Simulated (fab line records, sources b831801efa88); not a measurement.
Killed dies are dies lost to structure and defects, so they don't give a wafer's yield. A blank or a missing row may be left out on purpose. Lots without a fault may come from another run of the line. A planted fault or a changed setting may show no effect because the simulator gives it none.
fab line records | flow sky130
record lots=5 wafers=15 last_day=49
route steps=708 shown VIA3@591 METAL4@598 CAP2M@603 PAD_OPEN@708
lots that met no fault: from a run of the same line without faults
start_h: hours from the record's first day to the start of the lot's first wafer shown | wait_h: hours since the lot's step before | " the same as in the row above | L1.1+2: a row that stands for several wafers | - no value, or no start given | * or withheld: withheld | < > ~ a bound
route shown NAME@n: a module of which the file shows steps, and the number in the route of the first | usual: mean/standard deviation of fault-free wafers | same: alike in all rows | chamber/n: place in a boat | sites: the reading at each site | _std_site: their standard deviation | _edge_site: outer sites' mean less inner sites' | radius_mm: how far each site lies from the wafer's centre | mask NAME#n: copy n | behind: the tool/chamber that last shaped the wafer | hold: why the lot was held/for how many hours/how that ended | device: the transistor (n, p or np) that didn't switch | end of line: the same wafers' tests at the end of the route | a step without rows: its recipe alone | killed: dies lost to structure and defects at the first sort, not the wafer's yield | map: a wafer's dies, x killed, . not, _ none there
set.NAME: the setting as run; set.NAME@STEP: as run at that earlier step | model.NAME: the simulator's own value behind a step, which no gauge read
lots at some steps of the route; a table a step, a row a wafer
services: from which hour (start_h, from the record's first day; less than 0 if before it) a tool's chamber was out of use, for how many hours, and why
## steps
# step SKY_VIA3_CLEAN_18
# recipe chemistry=IPA time_s=180 temp_c=25
# step SKY_VIA3_CLEAN_19
# recipe chemistry=O3/DIW dry=n2_spin
# step SKY_VIA3_SPUTTER_20
# recipe material=TiN target_thk_nm=20 chamber_pressure_pa=5 power_w=4000 time_s=80
# usual throttle_valve_pct=30.3/0.79
# columns lot.wafer tool chamber start_h wait_h throttle_valve_pct
L795.1 pvd_sputter-02 - 917.50 0.0 30.0
L795.2 " - " " 29.7
L795.4 " - " " 29.4
L796.2 pvd_sputter-03 - 924.04 0.0 31.1
L796.3 " - " " 30.2
L796.4 " - " " 31.4
L797.1 pvd_sputter-03 - 934.07 0.0 31.0
L797.2 " - " " 29.8
L797.5 " - " " 29.7
L803.3 pvd_sputter-01 - 978.54 0.0 30.5
L803.5 " - " " 30.1
L803.6 " - " " 28.8
L815.1 pvd_sputter-03 - 1059.32 0.0 31.2
L815.4 " - " " 29.8
L815.6 " - " " 31.3
# step SKY_VIA3_CVD_21
# recipe material=W target_thk_nm=390 time_s=117.31 temp_c=400 pressure_torr=40
# step SKY_VIA3_RS_MEAS_22
# recipe thk_meas_gauge=four-point-probe reads=W_of_VIA3_CVD_21+TiN_of_VIA3_SPUTTER_20
# usual VIA3_W_RS=0.290/0.0036
# columns lot.wafer tool chamber start_h wait_h VIA3_W_RS[ohm/sq]
L795.1 film_metro-01 - 917.69 0.1 0.287
L795.2 " - " " 0.288
L795.4 " - " " 0.285
L796.2 film_metro-02 - 924.24 0.1 0.290
L796.3 " - " " 0.288
L796.4 " - " " 0.290
L797.1 film_metro-01 - 934.25 0.1 0.284
L797.2 " - " " 0.285
L797.5 " - " " 0.286
L803.3 film_metro-02 - 978.76 0.1 0.290
L803.5 " - " " 0.291
L803.6 " - " " 0.291
L815.1 film_metro-02 - 1059.63 0.2 0.288
L815.4 " - " " 0.287
L815.6 " - " " 0.289
# step SKY_VIA3_THK_MEAS_23
# recipe thk_meas_gauge=xrf reads=W_of_VIA3_CVD_21
# usual VIA3_W_THK=397/7.2
# columns lot.wafer tool chamber start_h wait_h VIA3_W_THK[nm]
L795.1 film_metro-01 - 917.81 0.1 405
L795.2 " - " " 403
L795.4 " - " " 407
L796.2 film_metro-02 - 924.35 0.1 395
L796.3 " - " " 395
L796.4 " - " " 396
L797.1 film_metro-01 - 934.37 0.1 406
L797.2 " - " " 407
L797.5 " - " " 406
L803.3 film_metro-02 - 978.86 0.1 396
L803.5 " - " " 393
L803.6 " - " " 394
L815.1 film_metro-02 - 1059.75 0.1 395
L815.4 " - " " 400
L815.6 " - " " 398
# step SKY_VIA3_CMP_24
# recipe stop_on=SiO2 t_overpolish_s=20 down_force_psi=3.5 platen_rpm=60 target_thk_nm=0 pad_velocity_m_s=0.94248
# step SKY_METAL4_SPUTTER_00
# recipe material=Ti target_thk_nm=15 power_w=3000 time_s=10 chamber_pressure_pa=0.4
# step SKY_METAL4_SPUTTER_01
# recipe material=TiN target_thk_nm=20 power_w=6500 time_s=16.7 chamber_pressure_pa=0.4
# usual throttle_valve_pct=30.2/1.1
# columns lot.wafer tool chamber start_h wait_h throttle_valve_pct
L795.1 pvd_sputter-03 - 918.19 0.0 29.7
L795.2 " - " " 30.2
L795.4 " - " " 31.4
L796.2 pvd_sputter-02 - 924.72 0.0 29.4
L796.3 " - " " 30.0
L796.4 " - " " 29.5
L797.1 pvd_sputter-03 - 934.76 0.0 29.8
L797.2 " - " " 31.7
L797.5 " - " " 30.8
L803.3 pvd_sputter-03 - 979.23 0.0 31.4
L803.5 " - " " 31.3
L803.6 " - " " 30.0
L815.1 pvd_sputter-02 - 1060.13 0.0 29.2
L815.4 " - " " 29.8
L815.6 " - " " 29.7
# step SKY_METAL4_SPUTTER_02
# recipe material=AlCu target_thk_nm=735 power_w=10600 time_s=39.1 chamber_pressure_pa=0.4
# usual throttle_valve_pct=30.2/1.2
# columns lot.wafer tool chamber start_h wait_h throttle_valve_pct
L795.1 pvd_sputter-03 - 918.21 0.0 29.6
L795.2 " - " " 30.2
L795.4 " - " " 31.1
L796.2 pvd_sputter-02 - 924.75 0.0 29.4
L796.3 " - " " 30.2
L796.4 " - " " 29.6
L797.1 pvd_sputter-03 - 934.78 0.0 30.2
L797.2 " - " " 31.4
L797.5 " - " " 31.5
L803.3 pvd_sputter-03 - 979.25 0.0 31.2
L803.5 " - " " 31.5
L803.6 " - " " 30.5
L815.1 pvd_sputter-02 - 1060.16 0.0 29.7
L815.4 " - " " 30.1
L815.6 " - " " 29.9
# step SKY_METAL4_SPUTTER_03
# recipe material=Ti target_thk_nm=5 power_w=3000 time_s=3.3 chamber_pressure_pa=0.4
# step SKY_METAL4_SPUTTER_04
# recipe material=TiN target_thk_nm=70 power_w=6500 time_s=58.3 chamber_pressure_pa=0.4
# step SKY_CAP2M_CVD_00
# recipe material=SiO2 target_thk_nm=15.5 temp_c=400 time_s=withheld rf_w=450
# usual heater_power_w=716/94 rf_fwd_power_W=441.5/2.3
# columns lot.wafer tool chamber start_h wait_h heater_power_w rf_fwd_power_W
L795.1 pecvd-01 1 918.32 0.0 656 440.4
L795.2 " 0 " " 955 444.2
L795.4 " 0 " " 915 444.8
L796.2 pecvd-04 0 924.85 0.0 610 439.6
L796.3 " 2 " " 820 436.0
L796.4 " 2 " " 804 436.3
L797.1 pecvd-02 2 934.89 0.0 776 443.2
L797.2 " 0 " " 488 440.6
L797.5 " 1 " " 705 442.2
L803.3 pecvd-02 1 979.36 0.0 684 443.0
L803.5 " 2 " " 856 440.9
L803.6 " 1 " " 704 445.2
L815.1 pecvd-04 2 1060.26 0.0 756 440.4
L815.4 " 2 " " 774 439.0
L815.6 " 1 " " 684 439.9
# step SKY_CAP2M_THK_MEAS_01
# recipe reads=SiO2_of_CAP2M_CVD_00
# usual CAP2M_CVD_00_THK=15.54/0.22
# columns lot.wafer tool chamber start_h wait_h CAP2M_CVD_00_THK[nm]
L795.1 film_metro-03 - 918.34 - 15.56
L795.2 " - " " 15.59
L795.4 " - " " 16.06
L796.2 film_metro-03 - 924.89 - 15.65
L796.3 " - " " 15.78
L796.4 " - " " 15.91
L797.1 film_metro-04 - 934.91 - 15.20
L797.2 " - " " 15.23
L797.5 " - " " 15.53
L803.3 film_metro-03 - 979.40 - 15.49
L803.5 " - " " 15.70
L803.6 " - " " 15.66
L815.1 film_metro-02 - 1060.28 - 15.16
L815.4 " - " " 15.50
L815.6 " - " " 15.39
# step SKY_CAP2M_SPUTTER_02
# recipe material=TiN target_thk_nm=200 temp_c=300 power_w=6652 time_s=166.7 chamber_pressure_pa=0.4
# step SKY_CAP2M_RS_MEAS_03
# recipe thk_meas_gauge=four-point-probe reads=TiN_of_CAP2M_SPUTTER_02
# usual CAP2M_TIN_RS=6.75/0.066
# columns lot.wafer tool chamber start_h wait_h CAP2M_TIN_RS[ohm/sq]
L795.1 film_metro-03 - 918.51 0.1 6.75
L795.2 " - " " 6.72
L795.4 " - " " 6.77
L796.2 film_metro-04 - 925.06 0.1 6.76
L796.3 " - " " 6.75
L796.4 " - " " 6.73
L797.1 film_metro-02 - 935.08 0.1 6.76
L797.2 " - " " 6.74
L797.5 " - " " 6.74
L803.3 film_metro-03 - 979.59 0.1 6.79
L803.5 " - " " 6.77
L803.6 " - " " 6.73
L815.1 film_metro-03 - 1060.45 0.1 6.76
L815.4 " - " " 6.71
L815.6 " - " " 6.71
# step SKY_CAP2M_THK_MEAS_04
# recipe thk_meas_gauge=xrf reads=TiN_of_CAP2M_SPUTTER_02
# usual CAP2M_TIN_THK=199.8/2
# columns lot.wafer tool chamber start_h wait_h CAP2M_TIN_THK[nm]
L795.1 film_metro-03 - 918.63 0.1 199.3
L795.2 " - " " 199.8
L795.4 " - " " 199.6
L796.2 film_metro-04 - 925.17 0.1 199.2
L796.3 " - " " 200.0
L796.4 " - " " 201.3
L797.1 film_metro-02 - 935.20 0.1 198.4
L797.2 " - " " 199.2
L797.5 " - " " 199.0
L803.3 film_metro-03 - 979.69 0.1 197.8
L803.5 " - " " 198.1
L803.6 " - " " 200.0
L815.1 film_metro-03 - 1060.57 0.1 200.6
L815.4 " - " " 201.1
L815.6 " - " " 202.4
# step SKY_CAP2M_DEHYDRATE_05
# recipe temp_c=200 time_s=60
# step SKY_CAP2M_HMDS_06
# recipe prime_time_s=60 prime_temp_c=120
# step SKY_CAP2M_COAT_07
# recipe resist=NOVOLAK spin_rpm=3000 resist_thk_nm=1140
# step SKY_CAP2M_SOFTBAKE_08
# recipe temp_c=90 time_s=60 resist=NOVOLAK
# step SKY_CAP2M_EXPOSE_09
# recipe mask_id=CAP2M na=0.6 source_shape=conventional sigma_outer=0.6 polarization=unpolarized target_cd_nm=1000 dose_mj=159
# step SKY_CAP2M_PEB_10
# recipe temp_c=withheld time_s=* resist=NOVOLAK
# step SKY_CAP2M_DEVELOP_11
# recipe resist=NOVOLAK developer=TMAH develop_time_s=60 dev_temp_c=23
# step SKY_CAP2M_OVL_MEAS_12
# usual CAP2M_OVL=-0.8/1.5
# columns lot.wafer tool chamber start_h wait_h CAP2M_OVL[nm]
L795.1 overlay-02 - 942.57 0.1 -0.6
L795.2 " - " " -2.0
L795.4 " - " " -1.8
L796.2 overlay-01 - 949.51 0.1 -0.3
L796.3 " - " " -1.6
L796.4 " - " " -0.2
L797.1 overlay-02 - 958.23 0.1 1.1
L797.2 " - " " -1.6
L797.5 " - " " -0.4
L803.3 overlay-01 - 1003.12 0.1 -1.5
L803.5 " - " " -2.3
L803.6 " - " " -1.0
L815.1 overlay-01 - 1081.07 0.1 0.1
L815.4 " - " " -2.4
L815.6 " - " " -2.3
# step SKY_CAP2M_METAL_ETCH_13
# recipe target_depth_nm=220 stop_on=SiO2 chemistry=Cl2/BCl3 target=TiN pressure_mtorr=10 icp_w=900 bias_w=48.5 Cl2_flow_sccm=60 bcl3_flow_sccm=30 time_s=62.9
# usual drypump_motor_current_A=5.5/0.35 oes_product_au=0.954/0.007 rf_fwd_power_W=890/4.7 throttle_valve_pct=21.892/0.0091
# columns lot.wafer tool chamber start_h wait_h drypump_motor_current_A oes_product_au rf_fwd_power_W rf_hours_counter_h throttle_valve_pct
L795.1 rie_metal-01 1 942.60 0.0 5.2 0.952 897 2 21.876
L795.2 " 0 " " 5.6 0.963 889 11 21.880
L795.4 " 1 " " 5.2 0.954 897 - 21.886
L796.2 rie_metal-02 1 949.54 0.0 5.6 0.954 893 5 21.896
L796.3 " 1 " " 5.6 0.954 897 - 21.893
L796.4 " 0 " " 5.7 0.947 883 - 21.891
L797.1 rie_metal-02 0 958.27 0.0 5.6 0.948 885 12 21.874
L797.2 " 1 " " 5.6 0.950 895 6 21.890
L797.5 " 0 " " 5.6 0.952 886 - 21.894
L803.3 rie_metal-02 0 1003.17 0.0 5.6 0.954 885 - 21.895
L803.5 " 0 " " 5.6 0.954 887 - 21.894
L803.6 " 1 " " 5.6 0.959 887 - 21.896
L815.1 rie_metal-01 0 1081.10 0.0 5.6 0.961 888 19 21.880
L815.4 " 1 " " 5.2 0.948 896 - 21.902
L815.6 " 1 " " 5.2 0.954 892 - 21.883
# step SKY_CAP2M_STRIP_14
# recipe chemistry=O2/N2 power_w=1400 pressure_mtorr=1500 platen_temp_c=withheld o2_flow_sccm=3000 n2_flow_sccm=300 overash_fraction=0.5
# step SKY_CAP2M_STRIP_15
# recipe chemistry=post_etch_residue_remover time_s=1200 temp_c=72.5
# step SKY_CAP2M_CLEAN_16
# recipe chemistry=IPA time_s=180 temp_c=25
# step SKY_CAP2M_CLEAN_17
# recipe chemistry=O3/DIW dry=n2_spin
# step SKY_METAL4_DEHYDRATE_05
# recipe temp_c=200 time_s=60
# step SKY_METAL4_HMDS_06
# recipe prime_time_s=60 prime_temp_c=120
# step SKY_METAL4_COAT_07
# recipe resist=BARC temp_c=withheld time_s=withheld spin_rpm=3000 resist_thk_nm=60
# step SKY_METAL4_COAT_08
# recipe resist=KrF-thick spin_rpm=3000 resist_thk_nm=1140
# step SKY_METAL4_SOFTBAKE_09
# recipe temp_c=100 time_s=90 resist=KrF-thick
# step SKY_METAL4_EXPOSE_10
# recipe mask_id=MM4 na=0.68 source_shape=annular sigma_inner=0.4 sigma_outer=0.8 target_cd_nm=300 dose_mj=28
# step SKY_METAL4_PEB_11
# recipe peb_temp_c=withheld peb_time_s=withheld resist=KrF-thick
# step SKY_METAL4_DEVELOP_12
# recipe develop_time_s=60 resist=KrF-thick dev_temp_c=21
# step SKY_METAL4_CD_MEAS_13
# recipe target_cd_nm=300
# usual cd_nm=300.1/1.3
# columns lot.wafer tool chamber start_h wait_h cd_nm
L795.1 cd_sem-01 - 966.97 - 300.0
L795.2 " - " " 300.2
L795.4 " - " " 300.3
L796.2 cd_sem-01 - 973.71 - 300.2
L796.3 " - " " 300.5
L796.4 " - " " 300.3
L797.1 cd_sem-01 - 982.56 - 298.1
L797.2 " - " " 299.5
L797.5 " - " " 299.4
L803.3 cd_sem-01 - 1026.98 - 300.7
L803.5 " - " " 299.8
L803.6 " - " " 300.5
L815.1 cd_sem-01 - 1101.69 - 298.6
L815.4 " - " " 297.0
L815.6 " - " " 296.7
# step SKY_METAL4_OVL_MEAS_14
# usual METAL4_OVL=-2/5
# columns lot.wafer tool chamber start_h wait_h METAL4_OVL[nm]
L795.1 overlay-02 - 967.09 0.1 4
L795.2 " - " " 0
L795.4 " - " " 7
L796.2 overlay-01 - 973.81 0.1 1
L796.3 " - " " 3
L796.4 " - " " -1
L797.1 overlay-02 - 982.68 0.1 2
L797.2 " - " " 0
L797.5 " - " " 5
L803.3 overlay-01 - 1027.07 0.1 3
L803.5 " - " " -5
L803.6 " - " " 3
L815.1 overlay-01 - 1101.81 0.1 -13
L815.4 " - " " -11
L815.6 " - " " -2
# step SKY_METAL4_DESCUM_15
# recipe chemistry=O2 source_power_w=150 bias_power_w=0 pressure_mtorr=10 temp_c=40 time_s=8
# step SKY_METAL4_ETCH_16
# recipe chemistry=N2/H2 target=BARC ion_energy_ev=200 bias_w=100 pressure_mtorr=30 n2_flow_sccm=100 h2_flow_sccm=200 icp_w=481.7 stop_on=SiO2 time_s=88.2 target_depth_a=600
# usual drypump_motor_current_A=5.9/0.51 oes_product_au=0.626/0.0045 rf_fwd_power_W=478.1/1.9 throttle_valve_pct=13.205/0.0088
# columns lot.wafer tool chamber start_h wait_h drypump_motor_current_A oes_product_au rf_fwd_power_W rf_hours_counter_h throttle_valve_pct
L795.1 rie_metal-04 1 967.16 0.0 4.8 0.630 479.2 19 13.195
L795.2 " 0 " " 6.2 0.624 480.1 9 13.208
L795.4 " 0 " " 6.2 0.625 479.2 - 13.206
L796.2 rie_metal-03 1 973.88 0.0 5.4 0.630 477.4 20 13.205
L796.3 " 0 " " 6.6 0.621 478.8 - 13.199
L796.4 " 1 " " 5.4 0.621 479.4 - 13.211
L797.1 rie_metal-03 0 982.76 0.0 6.6 0.624 476.5 8 13.181
L797.2 " 1 " " 5.4 0.620 477.3 21 13.225
L797.5 " 0 " " 6.6 0.628 478.9 - 13.211
L803.3 rie_metal-03 1 1027.16 0.0 5.4 0.628 479.3 - 13.208
L803.5 " 0 " " 6.6 0.632 481.2 - 13.197
L803.6 " 1 " " 5.4 0.631 478.4 - 13.209
L815.1 rie_metal-02 1 1101.88 0.0 5.6 0.630 478.1 13 13.203
L815.4 " 1 " " 5.6 0.630 478.8 - 13.189
L815.6 " 0 " " 5.6 0.626 474.0 - 13.205
# step SKY_PAD_OPEN_PROBE_99
# usual defect_limited_yield=82.5/1.9 killed_at_M0_to_M3=44/6.6 killed_at_M4_up=3.0/2 killed_at_contacts=24/5.1 killed_at_front_end=15/4.1 killed_at_other=0.4/0.62 killed_dies=86/9.3 killed_open=46/6.8 killed_short=40/5.8
# same gross_dies=492 killed_at_back_side=0
# columns lot.wafer tool chamber start_h wait_h defect_limited_yield[%] killed_at_M0_to_M3 killed_at_M4_up killed_at_contacts killed_at_front_end killed_at_other killed_dies killed_open killed_short model.etest.tester.sort_n_pass model.etest.tester.sort_yield_pct model.etest.tester.sort_bin_5_pct model.etest.tester.sort_bin_3_pct
L795.1 prober-02 - 1062.39 0.1 82.3 42 3 30 12 0 87 44 43 405 82.32 10.57 0.6098
L795.2 prober-02 - 1062.44 0.1 81.3 45 3 29 15 0 92 45 47 400 81.3 11.18 0.813
L795.4 prober-02 - 1062.54 0.2 82.5 42 1 29 14 0 86 52 34 406 82.52 10.37 0.2033
L796.2 prober-01 - 1071.38 0.1 84.6 37 5 18 14 2 76 36 40 416 84.55 8.333 1.626
L796.3 prober-01 - 1071.43 0.2 82.5 40 3 31 12 0 86 50 36 406 82.52 11.38 0
L796.4 prober-01 - 1071.48 0.2 82.9 45 5 20 13 1 84 40 44 408 82.93 9.756 1.22
L803.3 prober-01 - 1116.80 0.2 70.7 40 1 22 24 57 144 43 44 348 70.73 18.9 3.049
L803.6 prober-01 - 1116.95 0.2 68.7 49 0 28 22 55 154 53 47 338 68.7 19.72 2.642
# killed by level:class
L795.1 CONTACT:geometric_particle:open=13 VIA1:geometric_particle:open=9 CONTACT:geometric_particle:short=8 METAL2:geometric_particle:short=8 METAL1:geometric_particle:short=7 LI_CONTACT:geometric_particle:open=5 VIA3:geometric_particle:open=5 VIA3:geometric_particle:short=4
L795.2 CONTACT:geometric_particle:open=12 VIA1:geometric_particle:open=12 VIA2:geometric_particle:open=9 METAL2:geometric_particle:short=6 LOCAL_INTERCONNECT:geometric_particle:short=6 VIA1:geometric_particle:short=5 POLY_GATE:geometric_particle:open=4 CONTACT:geometric_particle:short=4
L795.4 VIA1:geometric_particle:open=13 CONTACT:geometric_particle:open=10 LI_CONTACT:geometric_particle:open=7 CONTACT:geometric_particle:short=7 METAL1:geometric_particle:short=7 VIA2:geometric_particle:open=6 FIELD_ISO:geometric_particle:open=5 METAL2:geometric_particle:short=4
L796.2 METAL2:geometric_particle:short=11 FIELD_ISO:geometric_particle:short=7 LI_CONTACT:geometric_particle:open=7 VIA1:geometric_particle:open=6 VIA2:geometric_particle:open=6 FIELD_ISO:geometric_particle:open=5 CONTACT:geometric_particle:short=5 VIA3:geometric_particle:open=4
L796.3 VIA1:geometric_particle:open=11 LI_CONTACT:geometric_particle:open=9 CONTACT:geometric_particle:open=8 METAL2:geometric_particle:short=7 VIA2:geometric_particle:open=6 POLY_GATE:geometric_particle:open=5 CONTACT:geometric_particle:short=5 LI_CONTACT:geometric_particle:short=4
L796.4 METAL2:geometric_particle:short=9 CONTACT:geometric_particle:open=8 VIA1:geometric_particle:open=8 METAL1:geometric_particle:short=6 FIELD_ISO:geometric_particle:open=5 VIA2:geometric_particle:open=5 VIA3:geometric_particle:open=5 LOCAL_INTERCONNECT:geometric_particle:short=4
L803.3 CAP2M:unspecified=57 CONTACT:geometric_particle:open=8 METAL2:geometric_particle:short=8 POLY_GATE:geometric_particle:short=7 LI_CONTACT:geometric_particle:open=6 METAL1:geometric_particle:short=6 VIA3:geometric_particle:open=6 POLY_GATE:geometric_particle:open=5
L803.6 CAP2M:unspecified=54 METAL1:geometric_particle:short=11 VIA1:geometric_particle:open=11 VIA1:geometric_particle:short=9 CONTACT:geometric_particle:open=8 VIA2:geometric_particle:open=7 FIELD_ISO:geometric_particle:open=6 LI_CONTACT:geometric_particle:open=6
# map L803.6 (x killed, . not)
__________.........x_________
________..xxx...x.x..x_______
______....x.x...x..x..x._____
_____........xx..........____
____.xx.......x...........___
___..........x......x....x.__
__.x...x..........x.....xx.._
_.....xx.........x..x......x.
_..xx...x..xx..x.....x....x..
_x.x.xx..x...x.....x.x..x....
_x.......xx.......xx.......xx
_......x...x.x.x......x......
_..x...x.....x..xx.x.xxx..xxx
_x.............x.xxxxxxx..x..
_x..x............xxxxxx.x..x.
__.x.x..x...xxxxxxxxxxx.xx.._
___...xx..xxx..xxxxxxxxx...__
____......xx....xxxxxxxx..___
_____......xxxxxxxxxxxxxx____
______......x...x.xxxxx._____
________......x......._______
__________.x........_________
# map L797.5 (x killed, . not)
__________....x..x.._________
________...........xxx_______
______.x..xx........x..._____
_____...x.x........x...x.____
____...................x..___
___..............x.........__
__...x.x.xx..x.....x...x...._
_x..............x..xx.....x..
_.............x.x.x......x...
_.x......x.............x.....
_x.....x..x...x...x....x.....
_....x......x...............x
_..x......................x..
_..x.........x.....x.......xx
_....x.x..x...xx..x....xx....
__......xxx...............xx_
___x.....x.x...x..xx...x...__
____..xx...xx.x........x.x___
_____.x.xxxx.x....x......____
______....xx....x....x.._____
________.....xx......._______
__________........x._________
## services
# columns tool chamber start_h hours kind
pvd_sputter-03 3 895.65 - consumable_replace:kit
pvd_sputter-03 3 895.65 18.0 scheduled_down
pvd_sputter-03 3 895.65 18.0 vent_cycle
rie_metal-02 1 905.05 10.4 repair
pecvd-02 1 912.87 8.6 repair
pvd_sputter-01 - 915.19 2.7 repair
pecvd-02 - 919.66 6.0 pm
pvd_sputter-01 - 923.58 3.6 repair
rie_metal-04 - 937.60 1.5 repair
pecvd-01 - 944.27 1.3 repair
rie_metal-02 - 978.21 2.8 pm
pvd_sputter-03 2 991.43 - consumable_replace:kit
pecvd-01 1 1000.84 9.3 repair
pecvd-02 - 1006.74 2.8 pm
rie_metal-04 1 1010.47 11.9 repair
rie_metal-01 - 1033.87 2.8 pm
rie_metal-02 - 1044.76 1.2 repair
pecvd-01 - 1061.14 6.0 pm
rie_metal-02 - 1067.04 14.8 repair
rie_metal-03 0 1068.25 6.1 repair
rie_metal-01 - 1076.49 0.7 repair
rie_metal-03 1 1078.08 8.3 repair
rie_metal-03 - 1082.06 1.4 pm
pvd_sputter-03 - 1096.70 3.5 repair
## key
first_sign step=SKY_PAD_OPEN_PROBE_99 reading=killed_at_other direction=up sigmas=56 usual=0.4 struck=56
effect step=SKY_PAD_OPEN_PROBE_99 reading=killed_dies direction=up sigmas=6.7 usual=86 struck=149
model_effect step=SKY_PAD_OPEN_PROBE_99 value=etest.tester.sort_n_pass without=389.5 struck=343
met_at SKY_CAP2M_CVD_00
struck_wafers L803.3,L803.6
onset_between 934.89 979.36
fault kind=chamber_particle_source tool=pecvd-02 chamber=1 onset_h=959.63 steps=SKY_CAP2M_CVD_00 rate_per_visit_cm2=0.87245 end_h=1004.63
